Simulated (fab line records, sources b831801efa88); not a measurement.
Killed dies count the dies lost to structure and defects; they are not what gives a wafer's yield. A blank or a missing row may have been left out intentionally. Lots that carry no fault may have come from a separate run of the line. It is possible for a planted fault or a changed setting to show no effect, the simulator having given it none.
A struck lot beside a sound one / flow gf180mcu / 19 steps out of a route of 602
Sound: wafers L912.1, L912.2, L912.6. The struck wafers were L922.2, L922.3, L922.4. Last of all comes the cause.
For every step that has rows: the tool of each side, followed by ch and its chambers, followed by its first start. Under that, the readings that differ: sound wafers / struck wafers / difference of the means / sigmas: that difference in standard deviations of wafers without a fault.
alike: a reading whose means differ by less than 2 such deviations, as well as words and numbers matching on both sides. not compared: withheld readings; readings where some wafer has no value; bounds like >300 that might hide an equal value; numbers whose values overlap and for which the record gives no deviation.
Wherever a step has rows on one side only, a row that says differs or no value, or a row with sigmas, the two part there. Numbers that have no deviation but don't overlap get no sigmas and don't part them. A reading missing from all wafers of one side parts the sides only when that side holds two or more wafers.

GF_HV_LDD_RS_MEAS_53: measures by four-point-probe.
  struck on film-metro-02, day 19 19:18; sound on film-metro-02, day 16 12:16
reading=HV_LDD_RS (ohm/sq); sound=418.2 418.8 418.4; struck=416.0 416.7 416.2; difference=-2.2; sigmas=-2
then, 1 step without rows for these wafers: GF_HV_LDD_CVD_54 (deposits SiO2 from TEOS, target thk 10 nm, time 75 s).
GF_HV_LDD_THK_MEAS_55:
  struck on film-metro-02, day 19 20:56; sound on film-metro-04, day 16 14:26
  alike: HV_LDD_CVD_54_THK
then, 1 step without rows for these wafers: GF_HV_LDD_CVD_56 (deposits Si3N4 from DCS/NH3, target thk 90 nm, time 1543 s).
GF_HV_LDD_THK_MEAS_57:
  struck on film-metro-04, day 19 22:26; sound on film-metro-02, day 16 15:56
  alike: HV_LDD_CVD_56_THK
GF_HV_LDD_ETCHBACK_58: etches Si3N4 in CH3F/O2, stops on SiO2, time 100 s, target depth 90 nm.
  sound on rie-diel-03 ch 0,2, day 16 15:59; struck on rie-diel-02 ch 1,2,3, day 19 22:29
  alike: drypump-motor-current-A, oes-product-au, throttle-valve-pct
  not compared: rf-hours-counter-h
then, 6 steps without rows for these wafers: GF_NSD_DEHYDRATE_00 (time 60 s); GF_NSD_HMDS_01 (prime time 60 s); GF_NSD_COAT_02 (resist thk 1000 nm); GF_NSD_SOFTBAKE_03 (time 60 s); GF_NSD_EXPOSE_04 (exposes mask Nplus, target cd 400 nm); GF_NSD_PEB_05.
GF_NSD_DEVELOP_06: develop time 60 s.
  sound on litho-track-01 ch 0, day 17 14:39; struck on litho-track-02 ch 0, day 20 22:00
GF_NSD_OVL_MEAS_08:
  struck on overlay-02, day 20 22:15; sound on overlay-01, day 17 14:55
  alike: NSD_OVL
then, 2 steps without rows for these wafers: GF_NSD_IMPLANT_09; GF_NSD_IMPLANT_10.
GF_NSD_STRIP_11: strips in O2/N2.
  sound on plasma-asher-03 ch 0,1, day 17 15:15; struck on plasma-asher-01 ch 0,1, day 20 22:35
  alike: drypump-motor-current-A, heater-power-w, oes-product-au, platen-temp-c, strip-time-to-endpoint-s
  not compared: rf-hours-counter-h
GF_NSD_TW_MEAS_12:
  struck on film-metro-01, day 20 22:41; sound on film-metro-03, day 17 15:21
reading=NSD_TW; sound=4182 4156 4177; struck=30 30 31; difference=-4141; sigmas=-94
then, 1 step without rows for these wafers: GF_PSD_DEHYDRATE_00 (time 60 s).

== WHERE THEY PART ==
Last at GF_NSD_TW_MEAS_12 as far as this record goes, first at GF_HV_LDD_RS_MEAS_53.

WHY: the cause the simulator had injected
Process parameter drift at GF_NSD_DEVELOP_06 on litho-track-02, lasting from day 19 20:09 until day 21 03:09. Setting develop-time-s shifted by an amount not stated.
